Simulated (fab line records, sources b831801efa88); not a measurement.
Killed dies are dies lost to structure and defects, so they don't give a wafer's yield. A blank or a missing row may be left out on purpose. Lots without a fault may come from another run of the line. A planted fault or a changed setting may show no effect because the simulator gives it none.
Chamber matching | flow sky130 | SKY_FIELD_ISO_ETCH_14 on rie_diel-02: 4 sister chambers
The step etches BARC in N2/H2, stops on SiO2, time 45.9 s, target depth 60 nm. 16 wafers are shown with their chamber, then 8 later ones without.

WAFERS WITH THEIR CHAMBER
wafer  | chamber | drypump_motor_current_A (A) | throttle_valve_pct (%) | oes_product_au (a.u.)
L837.1 | 3       | 6.2                         | 13.219                 | 0.856
L837.3 | 0       | 5.4                         | 13.224                 | 0.858
L837.5 | 1       | 6.2                         | 13.227                 | 0.858
L839.1 | 0       | 5.3                         | 13.239                 | 0.854
L839.3 | 3       | 6.2                         | 13.231                 | 0.854
L839.6 | 0       | 5.3                         | 13.222                 | 0.859
L843.1 | 2       | 6.1                         | 13.223                 | 0.846
L843.4 | 2       | 6.1                         | 13.233                 | 0.854
L843.5 | 1       | 6.2                         | 13.223                 | 0.846
L844.2 | 0       | 5.3                         | 13.229                 | 0.854
L844.4 | 1       | 6.2                         | 13.222                 | 0.859
L844.5 | 0       | 5.3                         | 13.233                 | 0.859
L848.1 | 2       | 6.1                         | 13.240                 | 0.858
L848.3 | 0       | 5.4                         | 13.243                 | 0.850
L848.5 | 0       | 5.3                         | 13.229                 | 0.854
L853.2 | 0       | 5.4                         | 13.225                 | 0.854

SIGNATURES (means of the wafers above)
reading                 | chamber 0 | chamber 1 | chamber 2 | chamber 3 | scatter within a chamber
drypump_motor_current_A | 5.338     | 6.200     | 6.100     | 6.200     | 0.0395
throttle_valve_pct      | 13.23050  | 13.22400  | 13.23200  | 13.22500  | 0.00716
oes_product_au          | 0.85525   | 0.85433   | 0.85267   | 0.85500   | 0.00457
Rule: a wafer's distance from a chamber is the root of the sum, over the readings, of the square of ((its reading less the chamber's mean) divided by the reading's scatter). The wafer belongs to the nearest chamber; if the next one is less than 2 further off, it can't be placed. The scatter: the root of (the sum of the squares of (reading less its chamber's mean) over the shown wafers, divided by (wafers less chambers)).

WAFERS WITHOUT THEIR CHAMBER
wafer  | drypump_motor_current_A (A) | throttle_valve_pct (%) | oes_product_au (a.u.)
L853.3 | 6.2                         | 13.227                 | 0.851
L853.5 | 6.1                         | 13.229                 | 0.851
L857.2 | 5.4                         | 13.228                 | 0.854
L857.3 | 6.1                         | 13.227                 | 0.856
L857.5 | 6.1                         | 13.205                 | 0.853
L859.1 | 6.1                         | 13.227                 | 0.856
L859.4 | 6.2                         | 13.223                 | 0.858
L859.5 | 6.1                         | 13.222                 | 0.851

WHICH CHAMBER EACH WENT THROUGH
wafer  | from the rows above          | in truth
L853.3 | can't be placed: 1 or 3 or 2 | 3
L853.5 | 2                            | 2
L857.2 | 0                            | 0
L857.3 | can't be placed: 2 or 3 or 1 | 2
L857.5 | can't be placed: 1 or 2 or 3 | 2
L859.1 | can't be placed: 2 or 3 or 1 | 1
L859.4 | can't be placed: 3 or 1      | 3
L859.5 | can't be placed: 2 or 1 or 3 | 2
Placed correctly: 2 of 8. Can't be placed from these rows: 6 (the true chamber is among the candidates in 6). Placed wrongly: 0.
